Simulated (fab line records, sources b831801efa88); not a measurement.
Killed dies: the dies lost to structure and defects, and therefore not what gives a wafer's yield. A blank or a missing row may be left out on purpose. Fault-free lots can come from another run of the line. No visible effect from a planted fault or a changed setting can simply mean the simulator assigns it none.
Shared-tool check -- flow gf180mcu -- Lots sampled 11, wafers sampled 33

REASON IT WAS OPENED
At GF_HV_LDD_TW_MEAS_11 the reading HV_LDD_TW is flagged on 2 of 11 lots. No-fault wafers: 2432, standard deviation 14.
Rule: a lot gets a flag if all its wafers with a number sit over 4 standard deviations from that mean, or if no wafer of it has a number. As for the other lots, they are considered sound.

lot,measured,on,"HV_LDD_TW, wafer by wafer",flag
L724,day 10 12:08,film metro-04,2448 2448 2453,
L725,day 10 22:47,film metro-04,2447 2454 2454,
L728,day 11 15:01,film metro-02,2422 2420 2428,
L729,day 11 23:49,film metro-02,2426 2422 2432,
L730,day 12 11:36,film metro-04,2432 2435 2432,
L732,day 13 01:32,film metro-04,2452 2451 2438,
L739,day 15 04:53,film metro-04,1214 1216 1241,FLAGGED
L740,day 15 13:02,film metro-04,1229 1204 1223,FLAGGED
L741,day 16 01:16,film metro-04,2431 2439 2434,
L744,day 17 03:05,film metro-01,2449 2441 2431,
L745,day 17 12:16,film metro-02,2429 2420 2418,
The mean of the flagged lots' numbers is 1221, -1211 from the usual (-86 standard deviations).

LOT BY LOT: THE TOOL USED
The record keeps 1 process step preceding the reading, out of 602 steps on the route. Every cell lists first the tool, next ch and the chambers used by the sampled wafers, and last the start.
lot,flag,GF_HV_LDD_IMPLANT_09
L724,,"implanter-01 ch 0, day 10 11:54"
L725,,"implanter-01 ch 0, day 10 22:33"
L728,,"implanter-01 ch 0, day 11 14:48"
L729,,"implanter-02 ch 0, day 11 23:35"
L730,,"implanter-01 ch 0, day 12 11:21"
L732,,"implanter-01 ch 0, day 13 01:17"
L739,FLAGGED,"implanter-01 ch 0, day 15 04:38"
L740,FLAGGED,"implanter-01 ch 0, day 15 12:49"
L741,,"implanter-04 ch 0, day 16 01:03"
L744,,"implanter-04 ch 0, day 17 02:50"
L745,,"implanter-04 ch 0, day 17 12:02"
What the steps here do:
- GF_HV_LDD_IMPLANT_09
- GF_HV_LDD_TW_MEAS_11

FLAGGED AGAINST TOTAL, ONE TOOL AT A TIME (gauges that did the reading follow at the end)
step,tool,lots run,flagged,share of the flagged lots,sound lots run after its first flagged lot
GF_HV_LDD_IMPLANT_09,implanter-01,7,2,all,0
GF_HV_LDD_IMPLANT_09,implanter-02,1,0,none,-
GF_HV_LDD_IMPLANT_09,implanter-04,3,0,none,-
GF_HV_LDD_TW_MEAS_11,film metro-01,1,0,none,-
GF_HV_LDD_TW_MEAS_11,film metro-02,3,0,none,-
GF_HV_LDD_TW_MEAS_11,film metro-04,7,2,all,1 (L741)

WHAT IS ALLOWED BY THE TABLE
implanter-01 at GF_HV_LDD_IMPLANT_09 and film metro-04 at GF_HV_LDD_TW_MEAS_11 are the 2 rows of the table that ran each flagged lot.
- implanter-01 at GF_HV_LDD_IMPLANT_09 ran 7 lots, 2 of them flagged. Its last sound lot is L732 (day 13 01:17), its first flagged lot L739 (day 15 04:38): a fault that began between those two fits. Its own readings (dose ions cm2, faraday current uA) fall more than 4 standard deviations out on all wafers of the flagged lots.
- film metro-04 at GF_HV_LDD_TW_MEAS_11 ran 7 lots, 2 of them flagged. Sound lots followed the first flagged one (L741) on it, something a lasting fault affecting the whole tool could not allow.
Left over: one tool, implanter-01 at GF_HV_LDD_IMPLANT_09.

WHAT HAD BEEN PUT IN BY THE SIMULATOR
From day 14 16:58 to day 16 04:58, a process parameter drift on implanter-01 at GF_HV_LDD_IMPLANT_09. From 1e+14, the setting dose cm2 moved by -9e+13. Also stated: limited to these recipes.
Lots struck among those shown: L739, L740. Same finding as the rule above.
